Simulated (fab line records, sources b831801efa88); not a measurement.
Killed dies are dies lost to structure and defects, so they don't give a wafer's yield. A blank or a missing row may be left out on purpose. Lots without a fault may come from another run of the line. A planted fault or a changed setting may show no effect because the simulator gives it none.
fab line records | flow sky130
record lots=7 wafers=21 last_day=50
route steps=708 shown CAP2M@614 METAL4@621
lots that met no fault: from a run of the same line without faults
start_h: hours from the record's first day to the start of the lot's first wafer shown | wait_h: hours since the lot's step before | " the same as in the row above | L1.1+2: a row that stands for several wafers | - no value, or no start given | * or withheld: withheld | < > ~ a bound
route shown NAME@n: a module of which the file shows steps, and the number in the route of the first | usual: mean/standard deviation of fault-free wafers | same: alike in all rows | chamber/n: place in a boat | sites: the reading at each site | _std_site: their standard deviation | _edge_site: outer sites' mean less inner sites' | radius_mm: how far each site lies from the wafer's centre | mask NAME#n: copy n | behind: the tool/chamber that last shaped the wafer | hold: why the lot was held/for how many hours/how that ended | device: the transistor (n, p or np) that didn't switch | end of line: the same wafers' tests at the end of the route | a step without rows: its recipe alone | killed: dies lost to structure and defects at the first sort, not the wafer's yield | map: a wafer's dies, x killed, . not, _ none there
set.NAME: the setting as run; set.NAME@STEP: as run at that earlier step | model.NAME: the simulator's own value behind a step, which no gauge read
lots at some steps of the route; a table a step, a row a wafer
services: from which hour (start_h, from the record's first day; less than 0 if before it) a tool's chamber was out of use, for how many hours, and why
## steps
# step SKY_CAP2M_DEVELOP_11
# recipe resist=NOVOLAK developer=TMAH develop_time_s=60 dev_temp_c=23
# step SKY_CAP2M_OVL_MEAS_12
# usual CAP2M_OVL=-0.2/1.6
# columns lot.wafer tool chamber start_h wait_h CAP2M_OVL[nm]
L492.3 overlay-02 - 1021.76 0.1 -4.5
L492.4 " - " " -0.1
L492.6 " - " " -3.2
L498.2 overlay-02 - 1058.44 0.1 -1.9
L498.3 " - " " -1.1
L498.5 " - " " -2.4
L496.2 overlay-01 - 1062.41 0.1 0.3
L496.3 " - " " 1.4
L496.4 " - " " 3.5
L503.1 overlay-02 - 1069.79 0.1 -0.4
L503.2 " - " " -0.8
L503.5 " - " " -2.6
L504.2 overlay-02 - 1080.44 0.1 -1.6
L504.3 " - " " -2.6
L504.4 " - " " -2.7
L505.2 overlay-02 - 1090.46 0.1 -1.1
L505.5 " - " " -1.9
L505.6 " - " " -3.4
L508.1 overlay-02 - 1106.55 0.1 -1.5
L508.3 " - " " 0.3
L508.4 " - " " -3.1
# step SKY_CAP2M_METAL_ETCH_13
# recipe target_depth_nm=220 stop_on=SiO2 chemistry=Cl2/BCl3 target=TiN pressure_mtorr=10 icp_w=900 bias_w=49.07 Cl2_flow_sccm=60 bcl3_flow_sccm=30 time_s=62.9
# usual drypump_motor_current_A=5.9/0.47 oes_product_au=0.941/0.0073 throttle_valve_pct=21.902/0.0094
# columns lot.wafer tool chamber start_h wait_h drypump_motor_current_A oes_product_au rf_hours_counter_h throttle_valve_pct
L492.3 rie_metal-01 0 1021.81 0.0 5.9 0.933 - 21.898
L492.4 " 1 " " 5.2 0.943 - 21.905
L492.6 " 1 " " 5.2 0.940 - 21.903
L498.2 rie_metal-03 1 1058.47 0.0 5.7 0.936 6 21.893
L498.3 " 1 " " 5.7 0.941 - 21.910
L498.5 " 0 " " 6.5 0.953 - 21.893
L496.2 rie_metal-01 1 1062.44 0.0 5.2 0.925 12 21.914
L496.3 " 0 " " 5.9 0.931 - 21.895
L496.4 " 1 " " 5.2 0.949 - 21.899
L503.1 rie_metal-03 1 1069.82 0.0 5.7 0.935 6 21.908
L503.2 " 0 " " 6.5 0.938 23 21.909
L503.5 " 1 " " 5.7 0.932 - 21.894
L504.2 rie_metal-01 0 1080.47 0.0 5.9 0.930 17 21.907
L504.3 " 0 " " 5.9 0.940 - 21.900
L504.4 " 1 " " 5.2 0.928 - 21.910
L505.2 rie_metal-01 1 1090.49 0.0 5.2 0.951 14 21.905
L505.5 " 0 " " 5.9 0.951 - 21.891
L505.6 " 1 " " 5.2 0.936 - 21.911
L508.1 rie_metal-02 0 1106.59 0.0 6.4 0.924 23 21.912
L508.3 " 1 " " 6.1 0.938 - 21.910
L508.4 " 0 " " 6.4 0.940 - 21.894
# step SKY_CAP2M_STRIP_14
# recipe chemistry=O2/N2 power_w=1400 pressure_mtorr=1500 platen_temp_c=withheld o2_flow_sccm=3000 n2_flow_sccm=300 overash_fraction=0.5
# usual drypump_motor_current_A=5.5/0.37 oes_product_au=0.710/0.005 strip_time_to_endpoint_s=12.64/0.041
# columns lot.wafer tool chamber start_h wait_h drypump_motor_current_A oes_product_au rf_hours_counter_h strip_time_to_endpoint_s
L492.3 plasma_asher-01 1 1021.90 0.1 4.9 0.706 - 12.65
L492.4 " 0 " " 5.7 0.720 - 12.56
L492.6 " 1 " " 4.9 0.714 - 12.59
L498.2 plasma_asher-03 0 1058.55 0.1 5.3 0.707 96 12.63
L498.3 " 0 " " 5.3 0.707 - 12.62
L498.5 " 1 " " 5.9 0.711 - 12.59
L496.2 plasma_asher-01 1 1062.51 0.1 4.9 0.719 34 12.61
L496.3 " 0 " " 5.7 0.707 - 12.67
L496.4 " 1 " " 4.9 0.708 - 12.65
L503.1 plasma_asher-02 1 1069.90 0.1 5.4 0.710 58 12.56
L503.2 " 0 " " 5.1 0.703 58 12.60
L503.5 " 1 " " 5.4 0.710 - 12.57
L504.2 plasma_asher-03 1 1080.54 0.1 5.9 0.702 97 12.79
L504.3 " 1 " " 5.9 0.710 - 12.79
L504.4 " 0 " " 5.3 0.720 - 12.67
L505.2 plasma_asher-03 0 1090.56 0.1 5.3 0.705 98 12.67
L505.5 " 1 " " 5.9 0.710 - 12.68
L505.6 " 0 " " 5.3 0.715 - 12.69
L508.1 plasma_asher-01 0 1106.66 0.1 5.7 0.711 37 12.61
L508.3 " 1 " " 5.0 0.717 - 12.62
L508.4 " 0 " " 5.7 0.709 - 12.58
# step SKY_CAP2M_STRIP_15
# recipe chemistry=post_etch_residue_remover time_s=1200 temp_c=72.5
# step SKY_CAP2M_CLEAN_16
# recipe chemistry=IPA time_s=180 temp_c=25
# step SKY_CAP2M_CLEAN_17
# recipe chemistry=O3/DIW dry=n2_spin
# step SKY_METAL4_DEHYDRATE_05
# recipe temp_c=200 time_s=60
# step SKY_METAL4_HMDS_06
# recipe prime_time_s=60 prime_temp_c=120
# step SKY_METAL4_COAT_07
# recipe resist=BARC temp_c=withheld time_s=withheld spin_rpm=3000 resist_thk_nm=60
# step SKY_METAL4_COAT_08
# recipe resist=KrF-thick spin_rpm=3000 resist_thk_nm=1140
# step SKY_METAL4_SOFTBAKE_09
# recipe temp_c=100 time_s=90 resist=KrF-thick
# step SKY_METAL4_EXPOSE_10
# recipe mask_id=MM4 na=0.68 source_shape=annular sigma_inner=0.4 sigma_outer=0.8 target_cd_nm=300 dose_mj=28
# usual exposure_dose_mJ_cm2=27.98/0.086 focus_offset_nm=0.0/0.58
# columns lot.wafer tool chamber start_h wait_h mask exposure_dose_mJ_cm2 focus_offset_nm
L492.3 krf_scanner-02 0 1034.36 - MM4#0 27.96 0.4
L492.4 " 0 " " MM4#0 27.93 -0.8
L492.6 " 0 " " MM4#0 27.93 0.3
L498.2 krf_scanner-01 0 1069.91 - MM4#0 28.11 0.7
L498.3 " 0 " " MM4#0 28.10 -0.1
L498.5 " 0 " " MM4#0 28.08 -0.3
L496.2 krf_scanner-02 0 1073.42 - MM4#0 27.95 0.7
L496.3 " 0 " " MM4#0 27.94 0.2
L496.4 " 0 " " MM4#0 27.94 0.4
L503.1 krf_scanner-01 - 1081.17 - MM4#0 - -
L503.2 " - " " MM4#0 - -
L503.5 " - " " MM4#0 - -
L504.2 krf_scanner-02 - 1091.96 - MM4#0 - -
L504.3 " - " " MM4#0 - -
L504.4 " - " " MM4#0 - -
L505.2 krf_scanner-01 - 1101.09 - MM4#0 - -
L505.5 " - " " MM4#0 - -
L505.6 " - " " MM4#0 - -
L508.1 krf_scanner-02 0 1116.97 - MM4#0 27.96 -0.1
L508.3 " 0 " " MM4#0 27.96 0.6
L508.4 " 0 " " MM4#0 27.93 0.1
# step SKY_METAL4_PEB_11
# recipe peb_temp_c=withheld peb_time_s=withheld resist=KrF-thick
## services
# columns tool chamber start_h hours kind
krf_scanner-02 - 1017.92 1.3 pm
plasma_asher-02 - 1020.99 14.6 pm
krf_scanner-02 - 1023.06 0.8 pm
krf_scanner-02 - 1026.79 1.0 pm
krf_scanner-01 - 1031.54 4.0 pm
krf_scanner-02 0 1045.42 - calibration
rie_metal-01 1 1047.91 1.8 repair
krf_scanner-01 0 1050.36 - calibration
plasma_asher-03 - 1069.45 7.2 repair
krf_scanner-01 - 1072.85 0.8 pm
rie_metal-01 - 1074.03 2.8 pm
krf_scanner-01 - 1076.33 1.0 pm
rie_metal-02 1 1077.07 14.7 repair
rie_metal-03 0 1079.99 - clean
rie_metal-03 0 1079.99 17.6 scheduled_down
rie_metal-03 0 1079.99 17.6 vent_cycle
rie_metal-03 - 1084.44 2.8 pm
plasma_asher-01 - 1088.18 14.6 pm
plasma_asher-01 - 1108.76 0.9 repair
## key
first_sign step=SKY_METAL4_EXPOSE_10 reading=tool_record direction=missing
effect none on later readings
met_at SKY_METAL4_EXPOSE_10
struck_wafers L503.1,L503.2,L503.5,L504.2,L504.3,L504.4,L505.2,L505.5,L505.6
later_rows_left_out L503.1,L503.2,L503.5,L504.2,L504.3,L504.4,L505.2,L505.5,L505.6
sort_left_out L503.1,L503.2,L503.5,L504.2,L504.3,L504.4,L505.2,L505.5,L505.6
onset_between 1073.42 1081.17
fault kind=skipped_step_whole tool=krf_scanner-01,krf_scanner-02 chamber=- onset_h=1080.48 steps=SKY_METAL4_EXPOSE_10 scope=struck_lots_only
# sort_left_out: the simulated sort isn't trusted on such a fault, so these wafers' sort isn't shown, and their yield isn't known
# later_rows_left_out: the simulator's readings of these wafers behind a module that went badly wrong aren't trusted and aren't shown, but for the sort
